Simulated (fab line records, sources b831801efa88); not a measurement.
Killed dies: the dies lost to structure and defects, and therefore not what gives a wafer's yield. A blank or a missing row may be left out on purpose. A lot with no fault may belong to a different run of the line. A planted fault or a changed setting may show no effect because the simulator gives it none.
8D (eight disciplines) problem report, filled in by code ; flow gf180mcu ; the parts of the form that need people (team, actions taken, sign-off) are left out

1. THE PROBLEM
At GF_V4_ETCH_16, bias_w averages 90.76 W over 3 wafers from 2 lots, while fault-free wafers read 99.96 W, standard deviation 0.3. Measured from the usual mean, that is -31 standard deviations.
The step: etches BARC in N2/H2.
The first sign was on wafer L212.5 at day 27 22:59, on rie_diel-02. The record has a number at this step for 36 wafers belonging to 12 lots. Rule for "out" (also "out of limits"): further than 4 standard deviations from the usual mean. The other wafers with a number count as sound.

2. WHAT IT IS AND WHAT IT IS NOT
question;is;is not
which readings at this step;bias_w;drypump_motor_current_A, oes_product_au, throttle_valve_pct
which lots;L212, L217;L203, L204, L205, L206, L207, L219, L220, L223, L224, L225
which wafers of those lots;L212.5, L217.4, L217.5;L212.1, L212.6, L217.6
read on which tools;rie_diel-02;rie_diel-01, rie_diel-03
when;from day 27 22:59;"up to then (17 sound wafers); but 16 sound wafers of L217, L219, L220, L223, L224, L225 came after"

3. THE SUSPECTS, EACH WITH WHAT RULES IT OUT
Counting: a tool at a process step up to the reading stays a suspect if it ran every lot that is out. Sound lots after the first of them don't rule it out here, since some wafers of a struck lot are sound.
- rie_diel-02 at GF_V4_ETCH_16 (etches BARC in N2/H2): kept. It ran every lot that is out, first L212 (day 27 22:59); its last sound lot up to then is L206 (day 25 13:59). Its own readings are out on those wafers: bias_w.
- In rie_diel-02 at GF_V4_ETCH_16, the wafers that are out were processed in chamber 2 and their sound lot-mates in chambers 1, 3.
Left after counting: rie_diel-02 at GF_V4_ETCH_16.

4. THE CAUSE (what the simulator had put in)
rie_diel-02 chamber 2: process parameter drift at GF_V4_ETCH_16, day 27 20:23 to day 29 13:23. Setting bias_w, moved by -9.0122, from 100. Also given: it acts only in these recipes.
This tool alone remained once counting was done.

5. SEQUENCE OF EFFECTS, ordered by route
One row per reading whose mean, taken over the struck wafers that have a number, lies over 3 standard deviations from the usual. Only readings for which the record gives a usual standard deviation are gone through. hours: the time from each lot's start at the first step in this table that gives one to its start at this step, as a median over the lots. sigmas: the change in usual standard deviations.
hours;step;reading;usual;on struck wafers;change;sigmas
0;GF_V4_ETCH_16;bias_w;99.96 W;90.76;-9.20;-31
Here are the process steps it includes:
- GF_V4_ETCH_16: etches BARC in N2/H2.
Later measuring or inspecting steps at which every struck wafer that the step has a row for has a number for every such reading, and none has moved that far: GF_MIM_THK_MEAS_06.

6. HOW IT WOULD HAVE BEEN CAUGHT EARLIER
In this record no reading fell out of limits until day 27 22:59, 3 hours after the fault had begun at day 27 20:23.
